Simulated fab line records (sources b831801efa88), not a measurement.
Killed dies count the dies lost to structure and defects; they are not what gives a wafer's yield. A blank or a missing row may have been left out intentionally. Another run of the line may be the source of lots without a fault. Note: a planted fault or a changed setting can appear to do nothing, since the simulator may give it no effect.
fab line records | flow sky130
[record] lots = 14 | wafers = 42 | last-day = 50
route steps=708 shown VIA3@574
lots that met no fault: from a run of the same line without faults
start-h: hours from the record's first day to the start of the lot's first wafer shown | wait-h: time in hours since the lot's previous step | " as in the row above | L1.1+2: several wafers, shown together as one row | - either no value or no given start | * or withheld: withheld | < > ~ a bound
route shown NAME@n: NAME is a module with steps in the file, n the number in the route of the first one | usual: mean and standard deviation over wafers with no fault | same: alike in all rows | chamber/n: place in a boat | sites: each site's reading | _std_site: standard deviation across them | _edge_site: mean of outer sites minus mean of inner sites | radius-mm: for every site, how far away it sits from the centre of the wafer | mask NAME#n: copy n | behind: the tool/chamber that last shaped the wafer | hold: why the lot went on hold/how many hours it stayed there/how the hold came to an end | device: the transistor (n, p or np) that didn't switch | end of line: the tests these same wafers got at the end of their route | where a step has no rows: the recipe by itself | killed: dies that structure and defects cost at the first sort, which is not the same as the wafer's yield | map: the dies of a wafer, with x for killed, . for not killed, _ for no die there
set.NAME: setting as actually run; set.NAME@STEP: the setting as run at that earlier step | model.NAME: the simulator's own value behind a step, which no gauge read
route steps across a sampled set of lots; one table per step, one row per wafer
services: the hour from which a tool's chamber was out of use, counted from the record's first day as start-h (under 0 if before that day), plus the number of hours and why
[[steps]]
[step SKY_VIA3_THK_MEAS_01]
[recipe] reads = SiO2_of_VIA3_HDPCVD_00
[usual] VIA3_HDPCVD_THK = 1623/17
lot.wafer | tool          | chamber | start-h | wait-h | VIA3_HDPCVD_THK[nm]
L428.2    | film-metro-03 | -       | 934.01  | 0.2    | 1610
L428.4    | "             | -       | "       | "      | 1616
L428.5    | "             | -       | "       | "      | 1627
L429.2    | film-metro-01 | -       | 939.67  | 0.1    | 1630
L429.3    | "             | -       | "       | "      | 1627
L429.5    | "             | -       | "       | "      | 1631
L431.1    | film-metro-01 | -       | 948.01  | 0.2    | 1631
L431.2    | "             | -       | "       | "      | 1625
L431.3    | "             | -       | "       | "      | 1647
L433.2    | film-metro-03 | -       | 966.88  | 0.2    | 1613
L433.3    | "             | -       | "       | "      | 1628
L433.6    | "             | -       | "       | "      | 1602
L437.1    | film-metro-03 | -       | 987.76  | 0.1    | 1629
L437.2    | "             | -       | "       | "      | 1609
L437.5    | "             | -       | "       | "      | 1623
L438.1    | film-metro-01 | -       | 992.59  | 0.4    | 1629
L438.2    | "             | -       | "       | "      | 1638
L438.4    | "             | -       | "       | "      | 1631
L439.3    | film-metro-04 | -       | 995.20  | 0.1    | 1617
L439.5    | "             | -       | "       | "      | 1619
L439.6    | "             | -       | "       | "      | 1609
L442.1    | film-metro-03 | -       | 1012.19 | 0.1    | 1584
L442.4    | "             | -       | "       | "      | 1606
L442.5    | "             | -       | "       | "      | 1609
L443.1    | film-metro-01 | -       | 1017.45 | 0.1    | 1608
L443.2    | "             | -       | "       | "      | 1591
L443.6    | "             | -       | "       | "      | 1600
L444.2    | film-metro-01 | -       | 1022.29 | 0.1    | 1615
L444.3    | "             | -       | "       | "      | 1585
L444.5    | "             | -       | "       | "      | 1621
L445.1    | film-metro-01 | -       | 1031.89 | 0.1    | 1626
L445.2    | "             | -       | "       | "      | 1603
L445.4    | "             | -       | "       | "      | 1640
L446.2    | film-metro-04 | -       | 1040.84 | 0.2    | 1612
L446.5    | "             | -       | "       | "      | 1617
L446.6    | "             | -       | "       | "      | 1589
L448.2    | film-metro-04 | -       | 1056.60 | 0.1    | 1642
L448.3    | "             | -       | "       | "      | 1649
L448.4    | "             | -       | "       | "      | 1633
L449.2    | film-metro-01 | -       | 1064.86 | 0.1    | 1640
L449.4    | "             | -       | "       | "      | 1630
L449.6    | "             | -       | "       | "      | 1642
[step SKY_VIA3_ETCH_14]
[recipe] chemistry = N2/H2 | target = BARC | ion-energy-ev = 200 | source-w = 500 | bias-w = 100 | pressure-mtorr = 30 | n2-flow-sccm = 100 | h2-flow-sccm = 200 | stop-on = SiO2 | time-s = 45.9 | target-depth-a = 600
[usual] bias-w = 99.96/0.25 | chamber-pressure-mTorr = 30.003/0.025 | drypump-motor-current-A = 6.1/0.34 | oes-product-au = 0.855/0.0049 | throttle-valve-pct = 13.224/0.0091 | time-s = 45.9/0
lot.wafer | tool        | chamber | start-h | wait-h | bias-w | chamber-pressure-mTorr | drypump-motor-current-A | oes-product-au | rf-hours-counter-h | throttle-valve-pct | time-s
L428.2    | rie-diel-01 | 3       | 958.91  | 0.0    | 100.11 | 30.032                 | 6.1                     | 0.849          | 12                 | 13.230             | 45.9
L428.4    | "           | 1       | "       | "      | 99.93  | 30.031                 | 5.6                     | 0.851          | 20                 | 13.227             | 45.9
L428.5    | "           | 3       | "       | "      | 99.93  | 29.976                 | 6.1                     | 0.847          | -                  | 13.230             | 45.9
L429.2    | rie-diel-04 | 2       | 963.97  | 0.0    | 99.75  | 30.023                 | 6.2                     | 0.852          | 26                 | 13.224             | 45.9
L429.3    | "           | 0       | "       | "      | 100.02 | 30.028                 | 6.2                     | 0.858          | 11                 | 13.222             | 45.9
L429.5    | "           | 3       | "       | "      | 99.87  | 29.956                 | 5.4                     | 0.851          | -                  | 13.215             | 45.9
L431.1    | rie-diel-03 | 2       | 972.16  | 0.0    | 100.35 | 30.020                 | 5.6                     | 0.857          | 13                 | 13.234             | 45.9
L431.2    | "           | 0       | "       | "      | 100.05 | 29.981                 | 6.5                     | 0.851          | 27                 | 13.226             | 45.9
L431.3    | "           | 1       | "       | "      | 100.17 | 29.978                 | 6.3                     | 0.867          | 21                 | 13.219             | 45.9
L433.2    | rie-diel-03 | 0       | 991.15  | 0.0    | 100.53 | 30.022                 | 6.5                     | 0.858          | 27                 | 13.237             | 45.9
L433.3    | "           | 2       | "       | "      | 99.76  | 30.029                 | 5.5                     | 0.847          | 14                 | 13.227             | 45.9
L433.6    | "           | 0       | "       | "      | 100.37 | 29.983                 | 6.5                     | 0.852          | -                  | 13.214             | 45.9
L437.1    | rie-diel-03 | 0       | 1011.80 | 0.0    | -      | -                      | -                       | -              | -                  | -                  | -
L437.2    | "           | 1       | "       | "      | -      | -                      | -                       | -              | -                  | -                  | -
L437.5    | "           | 1       | "       | "      | -      | -                      | -                       | -              | -                  | -                  | -
L438.1    | rie-diel-03 | 1       | 1016.82 | 0.0    | -      | -                      | -                       | -              | -                  | -                  | -
L438.2    | "           | 2       | "       | "      | -      | -                      | -                       | -              | -                  | -                  | -
L438.4    | "           | 3       | "       | "      | -      | -                      | -                       | -              | -                  | -                  | -
L439.3    | rie-diel-04 | 3       | 1019.97 | 0.0    | 99.92  | 30.011                 | 5.4                     | 0.856          | 18                 | 13.228             | 45.9
L439.5    | "           | 1       | "       | "      | 99.83  | 29.977                 | 6.0                     | 0.853          | -                  | 13.206             | 45.9
L439.6    | "           | 0       | "       | "      | 100.21 | 30.022                 | 6.1                     | 0.856          | -                  | 13.236             | 45.9
L442.1    | rie-diel-03 | 1       | 1036.22 | 0.0    | 99.86  | 29.976                 | 6.3                     | 0.855          | 23                 | 13.209             | 45.9
L442.4    | "           | 2       | "       | "      | 100.41 | 29.976                 | 5.5                     | 0.857          | -                  | 13.227             | 45.9
L442.5    | "           | 3       | "       | "      | 99.98  | 30.009                 | 6.1                     | 0.856          | -                  | 13.220             | 45.9
L443.1    | rie-diel-01 | 2       | 1041.85 | 0.0    | 99.97  | 29.977                 | 6.5                     | 0.857          | 21                 | 13.240             | 45.9
L443.2    | "           | 3       | "       | "      | 99.82  | 30.026                 | 6.1                     | 0.866          | 15                 | 13.217             | 45.9
L443.6    | "           | 0       | "       | "      | 100.23 | 30.016                 | 6.2                     | 0.853          | -                  | 13.242             | 45.9
L444.2    | rie-diel-04 | 2       | 1046.30 | 0.0    | 99.78  | 30.021                 | 6.2                     | 0.852          | 2                  | 13.220             | 45.9
L444.3    | "           | 1       | "       | "      | 99.91  | 30.006                 | 6.0                     | 0.855          | 16                 | 13.225             | 45.9
L444.5    | "           | 2       | "       | "      | 100.01 | 30.012                 | 6.1                     | 0.855          | -                  | 13.228             | 45.9
L445.1    | rie-diel-04 | 1       | 1054.95 | 0.0    | 99.67  | 29.958                 | 6.0                     | 0.859          | 16                 | 13.210             | 45.9
L445.2    | "           | 2       | "       | "      | 99.82  | 30.006                 | 6.2                     | 0.860          | 2                  | 13.217             | 45.9
L445.4    | "           | 3       | "       | "      | 99.95  | 29.962                 | 5.4                     | 0.857          | 19                 | 13.225             | 45.9
L446.2    | rie-diel-03 | 2       | 1063.37 | 0.0    | 99.74  | 29.989                 | 5.5                     | 0.853          | 16                 | 13.217             | 45.9
L446.5    | "           | 0       | "       | "      | 100.18 | 30.014                 | 6.5                     | 0.860          | -                  | 13.215             | 45.9
L446.6    | "           | 1       | "       | "      | 100.38 | 29.996                 | 6.3                     | 0.852          | -                  | 13.225             | 45.9
L448.2    | rie-diel-03 | 2       | 1077.86 | 0.0    | 99.56  | 30.011                 | 5.6                     | 0.854          | 17                 | 13.238             | 45.9
L448.3    | "           | 1       | "       | "      | 100.05 | 30.020                 | 6.3                     | 0.851          | 25                 | 13.233             | 45.9
L448.4    | "           | 3       | "       | "      | 100.01 | 30.046                 | 6.1                     | 0.862          | 15                 | 13.217             | 45.9
L449.2    | rie-diel-03 | 3       | 1086.57 | 0.0    | 100.16 | 29.965                 | 6.2                     | 0.852          | 15                 | 13.211             | 45.9
L449.4    | "           | 0       | "       | "      | 100.34 | 30.033                 | 6.5                     | 0.853          | 1                  | 13.212             | 45.9
L449.6    | "           | 2       | "       | "      | 99.62  | 30.011                 | 5.5                     | 0.858          | -                  | 13.221             | 45.9
[step SKY_VIA3_ETCH_15]
[recipe] target = SiO2 | chemistry = C4F8/O2/Ar | target-depth-nm = 507 | stop-on = TiN | mask-material = KrF-thick | source-w = 1500 | bias-w = 1200 | pressure-mtorr = 40 | c4f8-flow-sccm = withheld | O2_flow_sccm = 6 | Ar_flow_sccm = 300 | time-s = 78
[usual] bias-w = 1200/3.6 | chamber-pressure-mTorr = 40.00/0.031 | oes-product-au = 0.947/0.0049
[same] time-s = 78
lot.wafer | tool        | chamber | start-h | wait-h | bias-w | chamber-pressure-mTorr | oes-product-au | rf-hours-counter-h
L428.2    | rie-diel-01 | 3       | 958.95  | 0.0    | 1201   | 40.06                  | 0.954          | 12
L428.4    | "           | 1       | "       | "      | 1204   | 39.98                  | 0.953          | 20
L428.5    | "           | 3       | "       | "      | 1199   | 39.97                  | 0.945          | -
L429.2    | rie-diel-04 | 2       | 964.01  | 0.0    | 1204   | 40.00                  | 0.948          | 26
L429.3    | "           | 0       | "       | "      | 1195   | 40.01                  | 0.945          | 11
L429.5    | "           | 3       | "       | "      | 1196   | 40.00                  | 0.940          | -
L431.1    | rie-diel-03 | 2       | 972.20  | 0.0    | 1195   | 40.02                  | 0.950          | 13
L431.2    | "           | 0       | "       | "      | 1199   | 40.06                  | 0.952          | 27
L431.3    | "           | 1       | "       | "      | 1202   | 40.04                  | 0.947          | 21
L433.2    | rie-diel-03 | 0       | 991.19  | 0.0    | 1198   | 40.02                  | 0.949          | 27
L433.3    | "           | 2       | "       | "      | 1198   | 40.03                  | 0.956          | 14
L433.6    | "           | 0       | "       | "      | 1203   | 39.97                  | 0.946          | -
L437.1    | rie-diel-03 | 0       | 1011.84 | 0.0    | 1201   | 40.00                  | 0.379          | 28
L437.2    | "           | 1       | "       | "      | 1190   | 40.01                  | 0.384          | 23
L437.5    | "           | 1       | "       | "      | 1203   | 39.95                  | 0.376          | -
L438.1    | rie-diel-03 | 1       | 1016.86 | 0.0    | 1202   | 39.98                  | 0.389          | 23
L438.2    | "           | 2       | "       | "      | 1197   | 40.00                  | 0.367          | 15
L438.4    | "           | 3       | "       | "      | 1207   | 40.01                  | 0.376          | 13
L439.3    | rie-diel-04 | 3       | 1020.01 | 0.0    | 1203   | 40.03                  | 0.943          | 18
L439.5    | "           | 1       | "       | "      | 1204   | 40.02                  | 0.947          | -
L439.6    | "           | 0       | "       | "      | 1203   | 40.00                  | 0.953          | -
L442.1    | rie-diel-03 | 1       | 1036.26 | 0.0    | 1201   | 40.01                  | 0.950          | 24
L442.4    | "           | 2       | "       | "      | 1199   | 39.95                  | 0.942          | -
L442.5    | "           | 3       | "       | "      | 1200   | 39.96                  | 0.947          | -
L443.1    | rie-diel-01 | 2       | 1041.89 | 0.0    | 1199   | 39.94                  | 0.948          | 21
L443.2    | "           | 3       | "       | "      | 1203   | 40.02                  | 0.947          | 15
L443.6    | "           | 0       | "       | "      | 1206   | 39.99                  | 0.950          | -
L444.2    | rie-diel-04 | 2       | 1046.34 | 0.0    | 1198   | 40.01                  | 0.945          | 2
L444.3    | "           | 1       | "       | "      | 1201   | 40.01                  | 0.943          | 16
L444.5    | "           | 2       | "       | "      | 1197   | 40.06                  | 0.947          | -
L445.1    | rie-diel-04 | 1       | 1054.99 | 0.0    | 1195   | 40.03                  | 0.947          | 16
L445.2    | "           | 2       | "       | "      | 1201   | 39.94                  | 0.948          | 2
L445.4    | "           | 3       | "       | "      | 1198   | 40.00                  | 0.948          | 19
L446.2    | rie-diel-03 | 2       | 1063.41 | 0.0    | 1198   | 39.99                  | 0.949          | 16
L446.5    | "           | 0       | "       | "      | 1206   | 40.00                  | 0.947          | -
L446.6    | "           | 1       | "       | "      | 1200   | 39.98                  | 0.945          | -
L448.2    | rie-diel-03 | 2       | 1077.90 | 0.0    | 1203   | 39.97                  | 0.945          | 17
L448.3    | "           | 1       | "       | "      | 1202   | 39.96                  | 0.938          | 25
L448.4    | "           | 3       | "       | "      | 1201   | 39.96                  | 0.954          | 15
L449.2    | rie-diel-03 | 3       | 1086.61 | 0.0    | 1203   | 40.00                  | 0.945          | 15
L449.4    | "           | 0       | "       | "      | 1206   | 39.98                  | 0.944          | 1
L449.6    | "           | 2       | "       | "      | 1199   | 39.97                  | 0.945          | -
[step SKY_VIA3_STRIP_16]
[recipe] chemistry = O2/N2 | power-w = 1400 | pressure-mtorr = 1500 | platen-temp-c = withheld | o2-flow-sccm = 3000 | n2-flow-sccm = 300 | overash-fraction = 0.5
[usual] drypump-motor-current-A = 5.7/0.43 | oes-product-au = 0.402/0.005 | strip-time-to-endpoint-s = 4.137/0.025
lot.wafer | tool            | chamber | start-h | wait-h | drypump-motor-current-A | oes-product-au | rf-hours-counter-h | strip-time-to-endpoint-s
L428.2    | plasma-asher-02 | 1       | 959.01  | 0.0    | 5.1                     | 0.404          | 106                | 4.139
L428.4    | "               | 0       | "       | "      | 5.7                     | 0.406          | -                  | 4.169
L428.5    | "               | 0       | "       | "      | 5.7                     | 0.394          | -                  | 4.130
L429.2    | plasma-asher-02 | 1       | 964.07  | 0.0    | 5.1                     | 0.405          | 106                | 4.156
L429.3    | "               | 1       | "       | "      | 5.1                     | 0.408          | -                  | 4.138
L429.5    | "               | 0       | "       | "      | 5.7                     | 0.390          | -                  | 4.131
L431.1    | plasma-asher-04 | 1       | 972.26  | 0.0    | 6.3                     | 0.398          | 88                 | 4.132
L431.2    | "               | 0       | "       | "      | 5.9                     | 0.398          | 88                 | 4.145
L431.3    | "               | 0       | "       | "      | 6.0                     | 0.393          | -                  | 4.139
L433.2    | plasma-asher-04 | 0       | 991.25  | 0.0    | 5.9                     | 0.403          | 90                 | 4.146
L433.3    | "               | 1       | "       | "      | 6.4                     | 0.408          | -                  | 4.174
L433.6    | "               | 0       | "       | "      | 5.9                     | 0.396          | -                  | 4.142
L437.1    | plasma-asher-02 | 0       | 1011.90 | 0.0    | 5.7                     | 0.417          | 110                | 4.562
L437.2    | "               | 1       | "       | "      | 5.1                     | 0.419          | 110                | 4.583
L437.5    | "               | 0       | "       | "      | 5.7                     | 0.425          | -                  | 4.574
L438.1    | plasma-asher-04 | 0       | 1016.92 | 0.0    | 6.0                     | 0.419          | 93                 | 4.584
L438.2    | "               | 1       | "       | "      | 6.3                     | 0.424          | 93                 | 4.595
L438.4    | "               | 0       | "       | "      | 6.0                     | 0.418          | -                  | 4.574
L439.3    | plasma-asher-02 | 0       | 1020.11 | 0.1    | 5.7                     | 0.398          | -                  | 4.115
L439.5    | "               | 0       | "       | "      | 5.7                     | 0.402          | -                  | 4.133
L439.6    | "               | 1       | "       | "      | 5.1                     | 0.411          | -                  | 4.143
L442.1    | plasma-asher-01 | 0       | 1036.32 | 0.0    | 5.2                     | 0.401          | 30                 | 4.117
L442.4    | "               | 0       | "       | "      | 5.2                     | 0.402          | -                  | 4.120
L442.5    | "               | 0       | "       | "      | 5.2                     | 0.406          | -                  | 4.115
L443.1    | plasma-asher-04 | 1       | 1041.95 | 0.0    | 6.4                     | 0.401          | 96                 | 4.170
L443.2    | "               | 0       | "       | "      | 5.9                     | 0.398          | 96                 | 4.120
L443.6    | "               | 0       | "       | "      | 6.0                     | 0.397          | -                  | 4.160
L444.2    | plasma-asher-04 | 1       | 1046.40 | 0.0    | 6.3                     | 0.402          | 97                 | 4.164
L444.3    | "               | 0       | "       | "      | 5.9                     | 0.397          | -                  | 4.108
L444.5    | "               | 1       | "       | "      | 6.4                     | 0.400          | -                  | 4.163
L445.1    | plasma-asher-04 | 0       | 1055.05 | 0.0    | 5.9                     | 0.406          | 97                 | 4.171
L445.2    | "               | 1       | "       | "      | 6.4                     | 0.397          | 97                 | 4.177
L445.4    | "               | 0       | "       | "      | 5.9                     | 0.407          | -                  | 4.127
L446.2    | plasma-asher-04 | 1       | 1063.47 | 0.0    | 6.4                     | 0.396          | 99                 | 4.133
L446.5    | "               | 0       | "       | "      | 5.9                     | 0.410          | -                  | 4.146
L446.6    | "               | 1       | "       | "      | 6.4                     | 0.405          | -                  | 4.137
L448.2    | plasma-asher-01 | 0       | 1077.96 | 0.0    | 5.2                     | 0.403          | 31                 | 4.127
L448.3    | "               | 0       | "       | "      | 5.2                     | 0.394          | -                  | 4.059
L448.4    | "               | 1       | "       | "      | 5.7                     | 0.407          | -                  | 4.105
L449.2    | plasma-asher-01 | 0       | 1086.67 | 0.0    | 5.2                     | 0.402          | 32                 | 4.102
L449.4    | "               | 0       | "       | "      | 5.2                     | 0.402          | -                  | 4.151
L449.6    | "               | 0       | "       | "      | 5.2                     | 0.403          | -                  | 4.133
[step SKY_VIA3_CVD_21]
[recipe] material = W | target-thk-nm = 390 | time-s = 117.31 | temp-c = 400 | pressure-torr = 40
[usual] heater-power-w = 833/44
[same] time-s = 117.31
lot.wafer | tool     | chamber | start-h | wait-h | heater-power-w
L428.2    | cvd-w-01 | 1       | 959.72  | 0.0    | 798
L428.4    | "        | 0       | "       | "      | 896
L428.5    | "        | 1       | "       | "      | 793
L429.2    | cvd-w-02 | 0       | 964.73  | 0.0    | 829
L429.3    | "        | 0       | "       | "      | 849
L429.5    | "        | 0       | "       | "      | 844
L431.1    | cvd-w-01 | 1       | 972.98  | 0.0    | 797
L431.2    | "        | 0       | "       | "      | 903
L431.3    | "        | 1       | "       | "      | 798
L433.2    | cvd-w-01 | 1       | 991.94  | 0.0    | 781
L433.3    | "        | 0       | "       | "      | 907
L433.6    | "        | 1       | "       | "      | 780
L437.1    | cvd-w-02 | 0       | 1012.57 | 0.0    | 827
L437.2    | "        | 1       | "       | "      | 784
L437.5    | "        | 1       | "       | "      | 776
L438.1    | cvd-w-01 | 1       | 1017.62 | 0.0    | 792
L438.2    | "        | 0       | "       | "      | 911
L438.4    | "        | 1       | "       | "      | 803
L439.3    | cvd-w-02 | 1       | 1020.80 | 0.1    | 804
L439.5    | "        | 0       | "       | "      | 816
L439.6    | "        | 1       | "       | "      | 789
L442.1    | cvd-w-01 | 0       | 1036.98 | 0.0    | 893
L442.4    | "        | 0       | "       | "      | 898
L442.5    | "        | 0       | "       | "      | 893
L443.1    | cvd-w-02 | 0       | 1042.61 | 0.0    | 822
L443.2    | "        | 1       | "       | "      | 773
L443.6    | "        | 1       | "       | "      | 808
L444.2    | cvd-w-02 | 0       | 1047.10 | 0.1    | 824
L444.3    | "        | 0       | "       | "      | 822
L444.5    | "        | 0       | "       | "      | 836
L445.1    | cvd-w-01 | 0       | 1055.76 | 0.0    | 851
L445.2    | "        | 1       | "       | "      | 797
L445.4    | "        | 1       | "       | "      | 796
L446.2    | cvd-w-01 | 0       | 1064.17 | 0.0    | 906
L446.5    | "        | 1       | "       | "      | 823
L446.6    | "        | 0       | "       | "      | 900
L448.2    | cvd-w-01 | 1       | 1079.13 | 0.0    | 808
L448.3    | "        | 1       | "       | "      | 796
L448.4    | "        | 0       | "       | "      | 883
L449.2    | cvd-w-01 | 1       | 1087.37 | 0.0    | 814
L449.4    | "        | 1       | "       | "      | 788
L449.6    | "        | 1       | "       | "      | 808
[step SKY_VIA3_CMP_24]
[recipe] stop-on = SiO2 | t-overpolish-s = 20 | down-force-psi = 3.5 | platen-rpm = 60 | target-thk-nm = 0 | pad-velocity-m-s = 0.94248
[usual] edge-zone-pressure-frac = 0.999/0.0049 | motor-current-A = 11.1/0.79 | retaining-ring-pressure-frac = 1.000/0.0051
lot.wafer | tool   | chamber | start-h | wait-h | edge-zone-pressure-frac | motor-current-A | retaining-ring-pressure-frac
L428.2    | cmp-02 | 3       | 960.12  | 0.1    | 1.010                   | 9.9             | 1.001
L428.4    | "      | 0       | "       | "      | 0.998                   | 10.9            | 0.999
L428.5    | "      | 2       | "       | "      | 0.995                   | 10.5            | 0.999
L429.3    | cmp-01 | 0       | 965.03  | 0.0    | 1.005                   | 11.5            | 0.997
L429.2    | "      | 3       | "       | "      | 1.002                   | 11.1            | 1.000
L429.5    | "      | 1       | "       | "      | 0.989                   | 11.1            | 0.993
L431.1    | cmp-01 | 2       | 973.28  | 0.1    | 1.004                   | 10.6            | 0.996
L431.2    | "      | 3       | "       | "      | 0.992                   | 11.2            | 1.000
L431.3    | "      | 1       | "       | "      | 1.004                   | 11.0            | 0.996
L433.3    | cmp-01 | 1       | 992.24  | 0.0    | 1.004                   | 11.3            | 1.000
L433.2    | "      | 0       | "       | "      | 1.001                   | 11.6            | 0.994
L433.6    | "      | 1       | "       | "      | 1.005                   | 12.0            | 0.994
L437.2    | cmp-01 | 2       | 1013.15 | 0.3    | 0.999                   | 10.8            | 0.999
L437.1    | "      | 3       | "       | "      | 0.997                   | 11.1            | 1.006
L437.5    | "      | 3       | "       | "      | 1.002                   | 11.3            | 1.006
L438.4    | cmp-02 | 1       | 1017.92 | 0.0    | 0.998                   | 13.1            | 1.001
L438.1    | "      | 2       | "       | "      | 0.998                   | 10.9            | 0.997
L438.2    | "      | 3       | "       | "      | 0.997                   | 9.4             | 0.997
L439.3    | cmp-02 | 2       | 1021.16 | 0.1    | 0.990                   | 10.5            | 1.011
L439.6    | "      | 0       | "       | "      | 0.998                   | 10.4            | 0.999
L439.5    | "      | 1       | "       | "      | 1.000                   | 12.4            | 1.009
L442.1    | cmp-01 | 1       | 1037.28 | 0.1    | 0.999                   | 11.3            | 1.006
L442.4    | "      | 2       | "       | "      | 0.998                   | 11.3            | 0.997
L442.5    | "      | 1       | "       | "      | 0.994                   | 11.0            | 1.001
L443.1    | cmp-02 | 3       | 1043.11 | 0.2    | 0.996                   | 9.9             | 0.998
L443.2    | "      | 2       | "       | "      | 1.003                   | 10.7            | 0.999
L443.6    | "      | 3       | "       | "      | 1.002                   | 10.0            | 1.002
L444.2    | cmp-02 | 2       | 1047.53 | 0.1    | 1.003                   | 10.6            | 1.008
L444.3    | "      | 0       | "       | "      | 0.995                   | 10.0            | 1.000
L444.5    | "      | 2       | "       | "      | 1.009                   | 10.4            | 1.005
L445.4    | cmp-01 | 3       | 1056.06 | 0.0    | 0.999                   | 12.3            | 1.000
L445.2    | "      | 0       | "       | "      | 0.996                   | 11.0            | 0.992
L445.1    | "      | 2       | "       | "      | 1.002                   | 11.5            | 1.002
L446.2    | cmp-01 | 0       | 1064.53 | 0.1    | 0.995                   | 11.1            | 1.004
L446.5    | "      | 3       | "       | "      | 0.999                   | 11.6            | 0.996
L446.6    | "      | 0       | "       | "      | 0.996                   | 11.4            | 0.994
L448.4    | cmp-01 | 0       | 1079.43 | 0.0    | 0.994                   | 10.5            | 1.006
L448.2    | "      | 1       | "       | "      | 1.001                   | 11.3            | 0.998
L448.3    | "      | 3       | "       | "      | 0.992                   | 11.9            | 0.994
L449.2    | cmp-01 | 0       | 1087.89 | 0.3    | 1.007                   | 10.9            | 1.007
L449.4    | "      | 2       | "       | "      | 1.006                   | 10.7            | 0.995
L449.6    | "      | 0       | "       | "      | 1.008                   | 11.7            | 1.000
[[services]]
tool            | chamber | start-h | hours | kind
cmp-02          | -       | 946.30  | 0.3   | repair
cmp-02          | -       | 947.02  | 0.9   | repair
cvd-w-02        | 0       | 947.39  | 2.8   | repair
plasma-asher-04 | -       | 958.88  | 4.0   | repair
plasma-asher-02 | -       | 968.65  | 14.6  | pm
rie-diel-04     | 0       | 968.87  | 4.2   | repair
rie-diel-01     | 1       | 971.64  | 3.6   | repair
cmp-02          | -       | 979.99  | 2.6   | repair
cmp-01          | -       | 993.00  | 3.7   | pm
cmp-02          | -       | 996.71  | 9.6   | pm
rie-diel-01     | -       | 1011.53 | 14.6  | pm
cmp-02          | -       | 1011.79 | 2.3   | repair
cmp-01          | -       | 1015.77 | 4.3   | repair
rie-diel-04     | -       | 1024.26 | 0.4   | repair
rie-diel-04     | -       | 1037.80 | 0.6   | repair
rie-diel-04     | 3       | 1041.35 | 4.2   | repair
plasma-asher-02 | -       | 1046.09 | 2.5   | repair
plasma-asher-04 | -       | 1053.68 | 0.5   | repair
cmp-02          | -       | 1058.54 | 3.6   | pm
cvd-w-02        | -       | 1061.46 | 0.7   | repair
rie-diel-03     | 2       | 1066.54 | 9.2   | repair
plasma-asher-04 | -       | 1069.11 | 1.4   | repair
cmp-01          | -       | 1071.48 | 3.0   | repair
cmp-02          | -       | 1087.02 | 4.0   | pm
[[key]]
[first-sign] step = SKY_VIA3_ETCH_14 | reading = tool-record | direction = missing
[effect] step = SKY_VIA3_ETCH_15 | reading = oes-product-au | direction = down | sigmas = 99+ | usual = 0.947 | struck = 0.378
[effect] step = SKY_VIA3_STRIP_16 | reading = strip-time-to-endpoint-s | direction = up | sigmas = 18 | usual = * | struck = *
met-at SKY_VIA3_ETCH_14
struck-lots L437,L438
later-rows-left-out L437.1,L437.2,L437.5,L438.1,L438.2,L438.4
sort-left-out L437.1,L437.2,L437.5,L438.1,L438.2,L438.4
not-acting-at SKY_VIA3_THK_MEAS_01,SKY_VIA3_CVD_21,SKY_VIA3_CMP_24
onset-between 991.15 1011.80
[fault] kind = skipped-step-whole | tool = rie-diel-03 | chamber = - | onset-h = 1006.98 | steps = SKY_VIA3_ETCH_14 | scope = struck-lots-only
// sort-left-out: the simulated sort isn't trusted on such a fault, so these wafers' sort isn't shown, and their yield isn't known
// later-rows-left-out: the simulator's readings of these wafers behind a module that went badly wrong aren't trusted and aren't shown, but for the sort
